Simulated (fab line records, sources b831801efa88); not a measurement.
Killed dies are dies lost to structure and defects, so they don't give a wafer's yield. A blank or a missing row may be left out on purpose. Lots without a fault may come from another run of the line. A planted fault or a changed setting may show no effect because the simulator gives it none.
Which tool did it? | flow sky130 | 11 lots, 33 wafers sampled, at 4 steps of a route of 708

WHAT THE GAUGES READ, wafer by wafer
SKY_POLY_GATE_THK_MEAS_21.
lot  | measured     | on            | POLY_GATE_OXIDATION_THK (nm)
L409 | day 15 23:22 | film_metro-01 | 4.01 3.94 3.98
L411 | day 17 01:47 | film_metro-01 | 4.01 4.11 4.07
L412 | day 17 07:07 | film_metro-04 | 4.02 4.07 4.06
L414 | day 18 01:23 | film_metro-04 | 3.92 3.90 3.96
L418 | day 20 07:44 | film_metro-01 | 4.07 3.94 3.98
L421 | day 21 12:50 | film_metro-01 | 5.86 5.91 5.90
L422 | day 22 06:22 | film_metro-02 | 5.90 5.79 5.90
L427 | day 23 07:59 | film_metro-01 | 3.99 3.91 3.93
L428 | day 23 12:43 | film_metro-02 | 4.05 4.00 3.98
L431 | day 24 16:25 | film_metro-01 | 4.04 3.96 3.99
L430 | day 24 19:43 | film_metro-02 | 4.03 3.99 3.98

WHICH TOOL RAN EACH LOT (tool, then ch and the chambers of the sampled wafers, then the start)
lot  | SKY_DNWELL_STRIP_08                 | SKY_VT_ADJUST_LVTN_STRIP_20          | SKY_POLY_GATE_OXIDATION_20
L409 | plasma_asher-01 ch 0,1, day 3 05:14 | plasma_asher-02 ch 0,1, day 7 15:05  | furnace-02 ch 0, day 15 22:07
L411 | plasma_asher-03 ch 0,1, day 3 16:14 | plasma_asher-03 ch 0,1, day 8 04:13  | furnace-01 ch 0, day 17 00:32
L412 | plasma_asher-01 ch 0, day 3 18:05   | plasma_asher-01 ch 0,1, day 8 07:56  | furnace-01 ch 0, day 17 05:51
L414 | plasma_asher-01 ch 0,1, day 4 08:50 | plasma_asher-01 ch 0,1, day 9 00:34  | furnace-02 ch 0, day 18 00:08
L418 | plasma_asher-01 ch 0,1, day 5 13:08 | plasma_asher-01 ch 0,1, day 10 14:49 | furnace-01 ch 0, day 20 06:28
L421 | plasma_asher-01 ch 0,1, day 6 05:08 | plasma_asher-01 ch 0,1, day 11 12:17 | furnace-01 ch 0, day 21 11:34
L422 | plasma_asher-01 ch 0,1, day 6 17:29 | plasma_asher-01 ch 0,1, day 12 03:16 | furnace-01 ch 0, day 22 05:07
L427 | plasma_asher-01 ch 0,1, day 7 11:17 | plasma_asher-02 ch 0,1, day 13 01:56 | furnace-02 ch 0, day 23 06:44
L428 | plasma_asher-01 ch 0,1, day 7 15:10 | plasma_asher-02 ch 0,1, day 13 06:03 | furnace-02 ch 0, day 23 11:26
L431 | plasma_asher-02 ch 0,1, day 8 07:35 | plasma_asher-01 ch 0,1, day 14 04:35 | furnace-01 ch 0, day 24 15:10
L430 | plasma_asher-03 ch 0,1, day 8 08:40 | plasma_asher-03 ch 0, day 14 06:04   | furnace-02 ch 0, day 24 18:28
- SKY_DNWELL_STRIP_08: strips in O2/N2.
- SKY_VT_ADJUST_LVTN_STRIP_20: strips in O2/N2.
- SKY_POLY_GATE_OXIDATION_20: stabilise 600 s, purge 300 s, target thk 4 nm.

THE ANSWER, worked out from the rows above alone
Rule: what is usual is taken from the lots themselves. Put in order of their means at a reading, lots are off if they are a third of the lots or fewer, leave a main group of 4 or more, and stand apart from it by a gap of 3 or more times the standard deviation of the main group's means; of several such gaps the widest counts. A main group whose means are all the same, to the digits that the tables above print for the reading, isn't used. A lot without any number at a reading at which 4 lots or more have one is off too. The other lots that the step has rows for count as sound.
Off: L421, L422, at SKY_POLY_GATE_THK_MEAS_21 (POLY_GATE_OXIDATION_THK). The main group: mean 4.00 nm, standard deviation 0.042.
A tool fits if, at a process step before that reading, it ran every lot that is off, and no sound lot after the first of them. The gauges at SKY_POLY_GATE_THK_MEAS_21 are tried like those tools. None of those tried fits.

WHAT THE SIMULATOR HAD PUT IN
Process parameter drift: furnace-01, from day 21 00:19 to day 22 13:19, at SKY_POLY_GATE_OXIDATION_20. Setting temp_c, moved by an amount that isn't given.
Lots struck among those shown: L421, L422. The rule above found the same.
